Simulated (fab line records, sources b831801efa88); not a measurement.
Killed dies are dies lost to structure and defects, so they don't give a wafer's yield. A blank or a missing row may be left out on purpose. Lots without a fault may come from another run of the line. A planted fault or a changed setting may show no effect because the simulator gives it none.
Which tool did it? | flow gf180mcu | 11 lots, 33 wafers sampled, at 4 steps of a route of 602

WHAT THE GAUGES READ, wafer by wafer
GF_M1_CD_MEAS_14: target cd 230 nm.
lot  | measured     | on        | cd_nm (nm)
L848 | day 17 03:24 | cd_sem-02 | 229.8 229.4 229.2
L850 | day 17 19:44 | cd_sem-01 | 230.3 231.2 230.9
L851 | day 17 22:18 | cd_sem-02 | 231.6 231.4 231.4
L854 | day 19 02:08 | cd_sem-02 | 229.2 229.3 229.8
L855 | day 19 15:04 | cd_sem-02 | 229.3 229.1 228.6
L860 | day 21 10:44 | cd_sem-01 | 229.7 229.3 230.1
L862 | day 22 08:25 | cd_sem-02 | 229.7 228.6 231.0
L863 | day 22 20:20 | cd_sem-02 | 231.0 230.8 231.0
L864 | day 23 00:43 | cd_sem-01 | 213.4 213.9 213.5 213.5 214.0 213.2
L865 | day 23 17:17 | cd_sem-02 | 217.0 217.5 218.4 216.9 217.5 217.7
L867 | day 24 09:38 | cd_sem-02 | 229.9 229.8 229.7

WHICH TOOL RAN EACH LOT (tool, then ch and the chambers of the sampled wafers, then the start)
lot  | GF_CONTACT_ETCH_17                            | GF_CONTACT_SPUTTER_23        | GF_M1_PEB_12
L848 | rie_diel-02 ch 0,1,3, day 16 03:07 or earlier | pvd_sputter-02, day 16 03:07 | litho_track-03 ch 0, day 17 03:04
L850 | rie_diel-02 ch 0,1, day 16 19:22 or earlier   | pvd_sputter-04, day 16 19:22 | litho_track-02 ch 0, day 17 19:23
L851 | rie_diel-03 ch 0,2, day 16 22:50 or earlier   | pvd_sputter-03, day 16 22:50 | litho_track-03 ch 0, day 17 21:58
L854 | rie_diel-03 ch 0,3, day 18 01:02 or earlier   | pvd_sputter-03, day 18 01:02 | litho_track-01 ch 0, day 19 01:48
L855 | rie_diel-03 ch 2,3, day 18 13:54 or earlier   | pvd_sputter-02, day 18 13:54 | litho_track-01 ch 0, day 19 14:43
L860 | rie_diel-03 ch 1,2,3, day 20 10:05 or earlier | pvd_sputter-02, day 20 10:05 | litho_track-03 ch 0, day 21 10:23
L862 | rie_diel-03 ch 0,3, day 21 08:10 or earlier   | pvd_sputter-03, day 21 08:10 | litho_track-01 ch 0, day 22 08:04
L863 | rie_diel-02 ch 0,1,2, day 21 20:41 or earlier | pvd_sputter-04, day 21 20:41 | litho_track-01 ch 0, day 22 19:58
L864 | rie_diel-03 ch 0,1,3, day 22 01:14 or earlier | pvd_sputter-02, day 22 01:14 | litho_track-03 ch 0, day 23 00:24
L865 | rie_diel-02 ch 1,2, day 22 17:59 or earlier   | pvd_sputter-04, day 22 17:59 | litho_track-03 ch 0, day 23 16:56
L867 | rie_diel-03 ch 0,1,3, day 23 10:59 or earlier | pvd_sputter-04, day 23 10:59 | litho_track-02 ch 0, day 24 09:17
- GF_CONTACT_ETCH_17: etches SiO2 in C4F8/O2/Ar, stops on CoSi2, target depth 860 nm.
- GF_CONTACT_SPUTTER_23: material TiN, target thk 10 nm, time 40 s.
- GF_M1_PEB_12: peb time 90 s.

WHAT THE TOOLS THEMSELVES READ (means of the sampled wafers that have a number; where no wafer has one, the mark that the record gives instead)
GF_CONTACT_ETCH_17.
lot  | tool        | chamber_pressure_mTorr (mTorr) | oes_product_au (a.u.) | rf_fwd_power_W (W)
L848 | rie_diel-02 | 39.98                          | 0.811                 | 1495
L850 | rie_diel-02 | 40.02                          | 0.821                 | 1494
L851 | rie_diel-03 | 40.04                          | 0.815                 | 1494
L854 | rie_diel-03 | 40.06                          | 0.811                 | 1495
L855 | rie_diel-03 | 39.95                          | 0.809                 | 1495
L860 | rie_diel-03 | 39.97                          | 0.815                 | 1493
L862 | rie_diel-03 | 40.02                          | 0.814                 | 1493
L863 | rie_diel-02 | 39.97                          | 0.817                 | 1496
L864 | rie_diel-03 | 39.99                          | 0.812                 | 1490
L865 | rie_diel-02 | 40.01                          | 0.822                 | 1492
L867 | rie_diel-03 | 40.00                          | 0.813                 | 1493

GF_CONTACT_SPUTTER_23.
lot  | tool           | throttle_valve_pct (%)
L848 | pvd_sputter-02 | 29.6
L850 | pvd_sputter-04 | 30.0
L851 | pvd_sputter-03 | 30.9
L854 | pvd_sputter-03 | 29.7
L855 | pvd_sputter-02 | 29.9
L860 | pvd_sputter-02 | 30.4
L862 | pvd_sputter-03 | 29.3
L863 | pvd_sputter-04 | 30.4
L864 | pvd_sputter-02 | 29.9
L865 | pvd_sputter-04 | 29.8
L867 | pvd_sputter-04 | 30.2

GF_M1_PEB_12.
lot  | tool           | heater_power_total_W (W) | plate_temp_C (C)
L848 | litho_track-03 | 85.68                    | 134.85
L850 | litho_track-02 | 85.66                    | 135.02
L851 | litho_track-03 | 85.66                    | 135.00
L854 | litho_track-01 | 85.66                    | 134.75
L855 | litho_track-01 | 85.73                    | 134.89
L860 | litho_track-03 | 85.66                    | 135.03
L862 | litho_track-01 | 85.70                    | 134.95
L863 | litho_track-01 | 85.72                    | 135.09
L864 | litho_track-03 | 92.05                    | 142.63
L865 | litho_track-03 | 92.26                    | 142.74
L867 | litho_track-02 | 85.64                    | 135.03

THE ANSWER, worked out from the rows above alone
Rule: what is usual is taken from the lots themselves. Put in order of their means at a reading, lots are off if they are a third of the lots or fewer, leave a main group of 4 or more, and stand apart from it by a gap of 3 or more times the standard deviation of the main group's means; of several such gaps the widest counts. A main group whose means are all the same, to the digits that the tables above print for the reading, isn't used. A lot without any number at a reading at which 4 lots or more have one is off too. The other lots that the step has rows for count as sound. The gauges are gone through in route order, then the tools' own readings, and for those a lot's mean is taken as printed above. The first step at which some lot is off is used, and at that step the reading that is off furthest; a lot without a number counts as furthest.
Off: L864, L865, at GF_M1_CD_MEAS_14 (cd_nm). The main group: mean 230.0 nm, standard deviation 0.78.
A tool fits if, at a process step before that reading, it ran every lot that is off, and no sound lot after the first of them. The gauges at GF_M1_CD_MEAS_14 aren't tried: what is off there is off at GF_M1_PEB_12 too, on other tools, and a gauge's error can't cause that. GF_CONTACT_ETCH_17 gives no start for some lots, so the hours and the order of its lots are those of GF_CONTACT_SPUTTER_23. One fits: litho_track-03 at GF_M1_PEB_12. Its last sound lot is L860 (day 21 10:23), its first lot that is off L864 (day 23 00:24): a fault that began between those two fits.
The tool's own readings at GF_M1_PEB_12 bear it out: on the lots that are off they differ by more than 5 times the standard deviation of the sound lots' means. heater_power_total_W reads 92.16 W there against 85.68 W on the sound lots; plate_temp_C reads 142.69 C there against 134.96 C on the sound lots.

WHAT THE SIMULATOR HAD PUT IN
Process parameter drift: litho_track-03, from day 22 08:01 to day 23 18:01, at GF_M1_PEB_12. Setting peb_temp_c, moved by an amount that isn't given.
Lots struck among those shown: L864, L865. The rule above found the same.
